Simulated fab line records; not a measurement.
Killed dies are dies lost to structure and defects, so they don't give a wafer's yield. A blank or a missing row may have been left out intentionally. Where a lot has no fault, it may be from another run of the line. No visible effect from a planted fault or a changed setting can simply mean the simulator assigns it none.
2 desks looking at one fault || flow sky130 || each desk has only its own numbers; what lay behind them comes last

== FOR THE TOOL OWNER'S DESK: pvd-sputter-04 ==
The tool's own readings at SKY_METAL2_SPUTTER_02 (material AlCu, target thk 250 nm, time 13.3 s): means of the sampled wafers that have a number, for each lot that ran on this tool. A lot is out of limits, marked OUT, if its mean lies more than 4 standard deviations from the usual mean; the brackets give that distance.
Columns: A = cathode-dc-power-W at SKY_METAL2_SPUTTER_02, usual 10600 W; B = chamber-pressure-pa at SKY_METAL2_SPUTTER_02, usual 0.4001 Pa; C = throttle-valve-pct at SKY_METAL2_SPUTTER_02, usual 30.1 %
{"lot": "L818", "first seen here": "day 34 16:06", "A": 10600, "B": 0.4008, "C": 30.5}
{"lot": "L823", "first seen here": "day 36 03:02", "A": 10601, "B": 0.3989, "C": 29.3}
{"lot": "L825", "first seen here": "day 36 09:48", "A": 10600, "B": 0.3999, "C": 30.8}
{"lot": "L828", "first seen here": "day 37 03:29", "A": 10602, "B": 0.4009, "C": 30.0}
{"lot": "L835", "first seen here": "day 39 14:36", "A": 10601, "B": 0.4002, "C": 31.1}
{"lot": "L836", "first seen here": "day 39 16:02", "A": 10600, "B": 0.4001, "C": 29.8}
{"lot": "L837", "first seen here": "day 39 23:54", "A": 10600, "B": 0.4001, "C": 30.4}
{"lot": "L839", "first seen here": "day 40 15:44", "A": 10600, "B": 0.4013, "C": 30.8}
This desk's verdict: no lot among the 8 shows anything out of limits.

== FROM THE METROLOGY DESK ==
Means of the sampled wafers that have a number, per lot and without regard to the tool the lot ran on: this is what the gauges read. A lot is out of limits, marked OUT, if its mean lies more than 4 standard deviations from the usual mean; the brackets give that distance.
Columns: A = METAL2_ALCU_RS at SKY_METAL2_RS_MEAS_05, usual 0.1269 ohm/sq; B = METAL2_ALCU_THK at SKY_METAL2_THK_MEAS_06, usual 258 nm; C = METAL2_OVL at SKY_METAL2_OVL_MEAS_16, usual -1 nm
{"lot": "L818", "first seen here": "day 34 16:13", "A": 0.1296, "B": 252, "C": -1}
{"lot": "L819", "first seen here": "day 34 16:21", "A": 0.1244, "B": 261, "C": 5}
{"lot": "L820", "first seen here": "day 34 19:23", "A": 0.1251, "B": 259, "C": -1}
{"lot": "L821", "first seen here": "day 35 17:40", "A": 0.1298, "B": 253, "C": 1}
{"lot": "L824", "first seen here": "day 36 01:40", "A": 0.1262, "B": 260, "C": 1}
{"lot": "L823", "first seen here": "day 36 03:09", "A": 0.1283, "B": 257, "C": -2}
{"lot": "L825", "first seen here": "day 36 09:55", "A": "0.0867 (-18) OUT", "B": "416 (+36) OUT", "C": -8}
{"lot": "L827", "first seen here": "day 37 01:15", "A": 0.1282, "B": 256, "C": 3}
{"lot": "L828", "first seen here": "day 37 03:37", "A": "0.1049 (-10) OUT", "B": "343 (+19) OUT", "C": -3}
{"lot": "L835", "first seen here": "day 39 14:43", "A": 0.1234, "B": 265, "C": 3}
{"lot": "L836", "first seen here": "day 39 16:08", "A": 0.1279, "B": 255, "C": -2}
{"lot": "L837", "first seen here": "day 40 00:02", "A": 0.1307, "B": 249, "C": -9}
{"lot": "L839", "first seen here": "day 40 15:49", "A": 0.1265, "B": 260, "C": -6}
{"lot": "L840", "first seen here": "day 40 18:38", "A": 0.1275, "B": 256, "C": 4}
This desk's result: L825, L828 out of limits, first on L825 (METAL2_ALCU_RS at SKY_METAL2_RS_MEAS_05), day 36 09:55. Within limits: L818, L819, L820, L821, L824, L823, L827, L835, L836, L837, L839, L840.

== BROUGHT TOGETHER ==
Metrology desk: alarm possible at day 36 09:55 on L825, L828.
The tool owner's desk saw nothing out of limits.
On record at the tool owner's desk: L825, L828, within its limits.
SKY_METAL2_SPUTTER_02 was run on pvd-sputter-04 by each of the lots named.

== WHAT THE SIMULATOR HAD PUT IN ==
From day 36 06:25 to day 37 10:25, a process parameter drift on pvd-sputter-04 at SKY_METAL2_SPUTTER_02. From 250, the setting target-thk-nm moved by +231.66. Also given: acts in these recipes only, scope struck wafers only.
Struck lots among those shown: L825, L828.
Time in hours between the start of the fault and the first out-of-limits reading at each desk: metrology desk, 4.
